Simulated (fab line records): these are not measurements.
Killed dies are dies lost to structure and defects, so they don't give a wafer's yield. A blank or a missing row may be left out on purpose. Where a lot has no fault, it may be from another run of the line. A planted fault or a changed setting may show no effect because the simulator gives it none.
The same fault as seen by 2 desks    flow sky130    what lay behind the numbers comes last; until then each desk has only its own

FROM THE METROLOGY DESK
What the gauges read, lot by lot, whatever tool the lot ran on: means of the sampled wafers that have a number. The brackets show how far a lot's mean lies from the usual mean; more than 4 standard deviations puts the lot out of limits, marked OUT.
Columns: A = VIA1_W_RS at SKY_VIA1_RS_MEAS_22, usual 0.429 ohm/sq; B = VIA1_W_THK at SKY_VIA1_THK_MEAS_23, usual 272 nm
lot   first seen here  A      B
L745  day 34 17:15     0.426  274
L748  day 35 20:39     0.430  274
L751  day 36 06:25     0.432  273
L758  day 38 23:07     0.432  268
L762  day 39 23:00     0.427  273
L763  day 39 23:41     0.437  266
Finding of this desk: none of the 6 lots has anything out of limits.

TOOL OWNER'S DESK, pvd_sputter-03
At SKY_METAL2_SPUTTER_01 (material TiN, target thk 20 nm, time 16.7 s) the tool's own readings: per lot run on this tool, the mean of the sampled wafers that have a number. The brackets show how far a lot's mean lies from the usual mean; more than 4 standard deviations puts the lot out of limits, marked OUT.
Columns: A = cathode_dc_power_W at SKY_METAL2_SPUTTER_01, usual 6499.9 W; B = throttle_valve_pct at SKY_METAL2_SPUTTER_01, usual 29.8 %
lot   first seen here  A                         B
L748  day 35 21:09     7089.9 (+99 or more) OUT  31.5
L751  day 36 06:55     7091.0 (+99 or more) OUT  29.5
L762  day 39 23:30     6500.4                    29.5
L763  day 40 00:10     6499.3                    28.1
This desk finds L748, L751 out of limits, L748 being first, at day 35 21:09 (cathode_dc_power_W at SKY_METAL2_SPUTTER_01). L762, L763 stayed within limits.

PUT TOGETHER
On L748, L751, at day 35 21:09, an alarm was possible from the tool owner's desk.
Metrology desk: nothing out of limits seen.
The metrology desk has L748, L751 on record, within its limits.
Every lot named ran SKY_METAL2_SPUTTER_01 on pvd_sputter-03.

WHAT HAD BEEN PUT IN BY THE SIMULATOR
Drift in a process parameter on pvd_sputter-03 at SKY_METAL2_SPUTTER_01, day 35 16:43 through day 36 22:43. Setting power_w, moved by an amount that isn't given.
Lots struck among those shown: L748, L751.
Hours from the fault's start to each desk's first reading out of limits: the tool owner's desk, 4.
